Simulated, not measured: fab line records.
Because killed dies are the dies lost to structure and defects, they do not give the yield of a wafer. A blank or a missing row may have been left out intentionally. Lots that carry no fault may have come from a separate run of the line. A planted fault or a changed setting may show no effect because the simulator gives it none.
Comparing a struck lot with a sound one + flow sky130 + 14 out of 708 route steps
Sound: wafers L909.3, L909.5, L909.6. Wafers L915.2, L915.3, L915.6 were the ones struck. Last of all comes the cause.
Each step with rows lists, per side, the tool, then ch with its chambers, then its first start. Under that, the readings that differ: sound wafers + struck wafers + difference of the means + sigmas: that difference in standard deviations of wafers without a fault.
alike: readings whose means differ by less than 2 such deviations, and words and numbers that are the same on both sides. not compared: withheld readings, readings that some wafer has no value for, bounds like >300 that may hide the same value, and numbers for which the record gives no deviation and whose values overlap.
A row with sigmas, a row that says differs or no value, or rows on one side alone: a step with any of these is where the two part. Non-overlapping numbers with no deviation appear without sigmas and do not part them. Lack of a reading on every wafer of one side parts them only where that side has two or more wafers.

first, 1 step without rows for these wafers: SKY_NWELL_IMPLANT_24.
SKY_NWELL_STRIP_25: strips in O2/N2.
  sound on plasmaAsher-01 ch 0,1, day 7 09:13; struck on plasmaAsher-04 ch 0,1, day 8 18:46
  alike: drypumpMotorCurrentA, oesProductAu, stripTimeToEndpointS
  not compared: rfHoursCounterH
SKY_NWELL_TW_MEAS_26:
  sound on filmMetro-03 at day 7 09:17; struck on filmMetro-01 at day 8 18:52
  alike: NWELL_2_TW
then, 1 step without rows for these wafers: SKY_NWELL_CLEAN_27 (cleans in SC1/SC2, time 142.7 s).
SKY_NWELL_RTA_28: time 30 s.
  sound on rtpAnneal-01 ch 0, day 7 09:25; struck on rtpAnneal-01 ch 0, day 8 18:59
  alike: lampPowerPct, rampDownCPerS, wafer_temp_C_max
SKY_NWELL_RS_MEAS_29: the measuring method here is four-point-probe.
  sound on filmMetro-02 at day 7 09:31; struck on filmMetro-01 at day 8 19:05
| reading           | sound             | struck            | difference | sigmas |
|-------------------|-------------------|-------------------|------------|--------|
| NWELL_RS (ohm/sq) | 628.5 626.9 627.1 | 625.1 624.3 624.3 | -2.9       | -2     |
SKY_NWELL_RS_MEAS_31: the measuring method here is four-point-probe.
  sound on filmMetro-02 at day 7 09:46; struck on filmMetro-01 at day 8 19:20
  alike: PWDE_RS
then, 4 steps without rows for these wafers: SKY_VT_ADJUST_HVTP_DEHYDRATE_00 (time 60 s); SKY_VT_ADJUST_HVTP_HMDS_01 (prime time 60 s); SKY_VT_ADJUST_HVTP_COAT_02 (resist thk 1140 nm); SKY_VT_ADJUST_HVTP_SOFTBAKE_03 (time 60 s).
SKY_VT_ADJUST_HVTP_EXPOSE_04: exposes mask HVTPM, target cd 380 nm.
  sound on ilineStepper-02 ch 0, day 7 19:57; struck on ilineStepper-02 ch 0, day 9 05:35
| reading           | sound                | struck               | difference | sigmas |
|-------------------|----------------------|----------------------|------------|--------|
| exposureDoseMJCm2 | 140.18 140.13 139.90 | 137.06 137.00 136.96 | -3.06      | -19    |
  alike: mask
following that, these wafers have no rows for 1 step: SKY_VT_ADJUST_HVTP_PEB_05.
-- here the record skips 40 days between the struck wafers' starts before and after, leaving off in module VT_ADJUST_HVTP and picking up in module PAD_OPEN (first step shown: number 708 of the route) --
SKY_PAD_OPEN_PROBE_99:
  sound on prober-01 at day 47 22:57; struck on prober-01 at day 49 05:58
  alike: killed_at_M0_to_M3, killed_at_M4_up, killedAtContacts, killedAtFrontEnd, killedAtOther, killedDies, killedOpen, killedShort

== WHERE THEY PART ==
First at SKY_NWELL_RS_MEAS_29; last, within this record, at SKY_VT_ADJUST_HVTP_EXPOSE_04. Later steps at which nothing parts them and some readings are alike: SKY_PAD_OPEN_PROBE_99.

WHY: what had been put in by the simulator
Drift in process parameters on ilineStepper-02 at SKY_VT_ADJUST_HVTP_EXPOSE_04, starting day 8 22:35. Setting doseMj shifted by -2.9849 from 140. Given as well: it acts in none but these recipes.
